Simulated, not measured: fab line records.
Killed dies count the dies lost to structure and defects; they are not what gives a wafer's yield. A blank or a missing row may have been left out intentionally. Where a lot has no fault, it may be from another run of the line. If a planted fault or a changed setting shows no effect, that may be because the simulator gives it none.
Which tool is to blame? -- flow sky130 -- 24 lots with 72 wafers sampled at 4 steps, on a route of 708 steps

## WHAT EACH GAUGE READ, for each wafer
SKY_POLY_GATE_THK_MEAS_04. Usual: POLY_GATE_CVD_03_THK 75.3 nm, standard deviation 0.72.
lot,measured,on,POLY_GATE_CVD_03_THK (nm),flag
L074,day 15 00:50,film metro-01,76.1 75.8 76.4,
L075,day 14 23:28,film metro-02,75.1 75.1 74.8,
L076,day 15 14:40,film metro-03,75.3 75.0 75.5,
L077,day 16 13:34,film metro-02,74.3 74.5 74.3,
L078,day 16 17:46,film metro-02,75.8 75.5 76.3,
L080,day 17 10:25,film metro-03,76.9 76.3 75.9,
L079,day 17 10:28,film metro-02,76.0 75.6 76.4,
L081,day 17 18:14,film metro-02,74.3 74.2 74.9,
L082,day 18 00:17,film metro-01,74.9 74.8 75.0,
L083,day 18 12:25,film metro-02,75.0 75.1 74.7,
L084,day 18 23:50,film metro-02,75.8 75.7 75.2,
L085,day 19 02:14,film metro-02,74.6 74.1 74.7,
L086,day 19 13:41,film metro-02,73.7 74.1 74.2,
L087,day 20 00:17,film metro-03,75.3 75.4 75.5,
L088,day 20 07:14,film metro-01,75.4 75.1 75.3,
L089,day 20 08:36,film metro-02,75.1 75.1 75.2,
L090,day 20 19:52,film metro-03,74.7 74.4 75.2,
L091,day 21 03:53,film metro-02,75.0 73.9 74.7,
L092,day 21 18:15,film metro-02,75.0 75.1 74.7,
L093,day 22 20:20,film metro-03,75.1 75.4 75.2,
L095,day 23 07:41,film metro-03,75.7 75.2 75.5,
L094,day 23 09:10,film metro-01,76.0 76.2 75.8,
L096,day 23 06:19,film metro-02,76.8 76.7 76.8,
L097,day 23 13:23,film metro-02,75.6 75.0 75.8,

SKY_POLY_GATE_OVL_MEAS_14. Usual: POLY_GATE_OVL 3 nm, standard deviation 4.9.
lot,measured,on,POLY_GATE_OVL (nm),flag
L074,day 16 03:53,overlay-02,2 4 6,
L075,day 16 02:41,overlay-02,-7 -9 -2,
L076,day 16 17:53,overlay-01,1 0 0,
L077,day 17 18:44,overlay-02,-5 1 1,
L078,day 17 21:29,overlay-01,1 -4 -7,
L080,day 18 15:57,overlay-01,0 0 -3,
L079,day 18 16:18,overlay-02,8 13 8,
L081,day 19 00:14,overlay-01,10 8 11,
L082,day 19 06:14,overlay-02,9 11 8,
L083,day 19 18:37,overlay-02,3 -2 3,
L084,day 20 07:38,overlay-01,3 3 -6,
L085,day 20 08:53,overlay-01,1 8 1,
L086,day 20 20:20,overlay-02,0 2 2,
L087,day 21 06:08,overlay-02,5 7 4,
L088,day 21 13:56,overlay-01,-7 -2 4,
L089,day 21 15:05,overlay-01,4 7 3,
L090,day 22 02:08,overlay-02,4 6 3,
L091,day 22 10:13,overlay-02,7 -1 -2,
L092,day 23 00:41,overlay-02,1 -6 0,
L093,day 24 02:35,overlay-02,8 1 5,
L095,day 24 14:05,overlay-01,5 8 2,
L094,day 24 15:01,overlay-01,4 11 3,
L096,day 24 12:49,overlay-02,2 15 4,
L097,day 24 19:20,overlay-01,8 9 4,

SKY_LOCAL_INTERCONNECT_CD_MEAS_11: target cd 170 nm. Usual: cd nm at 170.3 nm, with a standard deviation of 1.6.
lot,measured,on,cd nm (nm),flag
L074,day 30 02:38,cd sem-02,171.5 171.3 171.1,
L075,day 30 00:20,cd sem-01,168.1 170.4 167.4,
L076,day 30 19:03,cd sem-02,169.9 172.2 171.7,
L077,day 31 14:28,cd sem-01,169.5 170.6 169.0,
L078,day 31 22:18,cd sem-01,167.7 168.4 168.9,
L080,day 32 09:16,cd sem-02,169.0 169.1 169.0,
L079,day 32 10:25,cd sem-02,169.4 167.9 170.6,
L081,day 32 17:59,cd sem-01,169.3 168.5 169.6,
L082,day 32 20:39,cd sem-02,171.0 170.4 170.4,
L083,day 33 08:21,cd sem-01,173.5 172.1 172.4,
L084,day 33 21:01,cd sem-01,170.2 167.4 167.7,
L085,day 33 21:44,cd sem-02,169.5 171.4 170.2,
L086,day 34 09:46,cd sem-02,170.1 172.9 171.5,
L087,day 34 16:20,cd sem-02,169.1 169.4 169.2,
L088,day 34 21:24,cd sem-02,171.5 172.3 174.4,
L089,day 34 22:28,cd sem-01,171.1 170.7 170.4,
L090,day 35 08:52,cd sem-02,169.1 168.8 169.5,
L091,day 35 14:37,cd sem-02,169.4 171.0 171.7,
L092,day 36 04:46,cd sem-01,171.1 172.6 172.8,
L093,day 37 03:16,cd sem-01,169.2 171.6 169.6,
L095,day 37 10:44,cd sem-01,170.7 170.7 170.6,
L094,day 37 14:28,cd sem-02,171.9 171.4 169.1,
L096,day 37 11:39,cd sem-02,170.3 170.7 170.2,
L097,day 37 17:56,cd sem-02,168.6 167.9 168.6,

## EACH LOT AND THE TOOL THAT RAN IT (in order: tool; ch and the chambers of the sampled wafers; start)
lot,SKY_NWELL_RTA_28
L074,"rtp anneal-02 ch 0, day 5 04:41"
L075,"rtp anneal-01 ch 0, day 5 06:39"
L076,"rtp anneal-01 ch 0, day 5 19:19"
L077,"rtp anneal-01 ch 0, day 6 09:42"
L078,"rtp anneal-01 ch 0, day 6 13:43"
L080,"rtp anneal-02 ch 0, day 6 22:13"
L079,"rtp anneal-01 ch 0, day 6 23:42"
L081,"rtp anneal-02 ch 0, day 7 03:47"
L082,"rtp anneal-01 ch 0, day 7 10:52"
L083,"rtp anneal-01 ch 0, day 7 14:03"
L084,"rtp anneal-01 ch 0, day 7 21:32"
L085,"rtp anneal-02 ch 0, day 8 03:32"
L086,"rtp anneal-02 ch 0, day 8 09:25"
L087,"rtp anneal-02 ch 0, day 8 14:28"
L088,"rtp anneal-01 ch 0, day 8 18:25"
L089,"rtp anneal-02 ch 0, day 8 23:56"
L090,"rtp anneal-01 ch 0, day 9 07:10"
L091,"rtp anneal-01 ch 0, day 9 11:48"
L092,"rtp anneal-02 ch 0, day 9 18:01"
L093,"rtp anneal-01 ch 0, day 10 06:04"
L095,"rtp anneal-01 ch 0, day 10 23:20"
L094,"rtp anneal-02 ch 0, day 11 00:30"
L096,"rtp anneal-01 ch 0, day 11 00:43"
L097,"rtp anneal-01 ch 0, day 11 05:38"
- SKY_NWELL_RTA_28: time 30 s.

## WHAT THE TOOLS THEMSELVES READ (means of the sampled wafers that have a number; where no wafer has one, the mark that the record gives instead)
SKY_NWELL_RTA_28. Usual: lamp power pct 25.31 %, standard deviation 0.054; wafer_temp_C_max 1054.9, standard deviation 1.1.
lot,tool,lamp power pct (%),wafer_temp_C_max,flag
L074,rtp anneal-02,25.29,1055.9,
L075,rtp anneal-01,25.31,1055.0,
L076,rtp anneal-01,25.30,1053.9,
L077,rtp anneal-01,25.29,1055.5,
L078,rtp anneal-01,25.33,1054.2,
L080,rtp anneal-02,25.30,1056.1,
L079,rtp anneal-01,25.33,1054.4,
L081,rtp anneal-02,25.27,1054.3,
L082,rtp anneal-01,25.32,1054.5,
L083,rtp anneal-01,25.28,1054.9,
L084,rtp anneal-01,25.34,1054.3,
L085,rtp anneal-02,25.36,1054.1,
L086,rtp anneal-02,25.27,1054.7,
L087,rtp anneal-02,25.27,1053.9,
L088,rtp anneal-01,25.34,1055.3,
L089,rtp anneal-02,25.26,1054.4,
L090,rtp anneal-01,25.25,1054.4,
L091,rtp anneal-01,25.32,1053.7,
L092,rtp anneal-02,25.28,1055.2,
L093,rtp anneal-01,25.33,1054.5,
L095,rtp anneal-01,25.31,1054.8,
L094,rtp anneal-02,25.33,1054.3,
L096,rtp anneal-01,25.37,1054.9,
L097,rtp anneal-01,25.30,1055.5,

## THE ANSWER, worked out from the rows above alone
Rule: take the mean of a lot's wafers that have a number; if it is more than 3 standard deviations from the usual mean, the lot is off. A lot without any number at a reading at which 4 lots or more have one is off too. The other lots that the step has rows for count as sound. The gauges are gone through in route order, then the tools' own readings, and for those a lot's mean is taken as printed above. The first step at which some lot is off is used, and at that step the reading that is off furthest; a lot without a number counts as furthest.
None of the lots is off at any reading shown; this tells nothing.

## WHAT HAD BEEN PUT IN BY THE SIMULATOR
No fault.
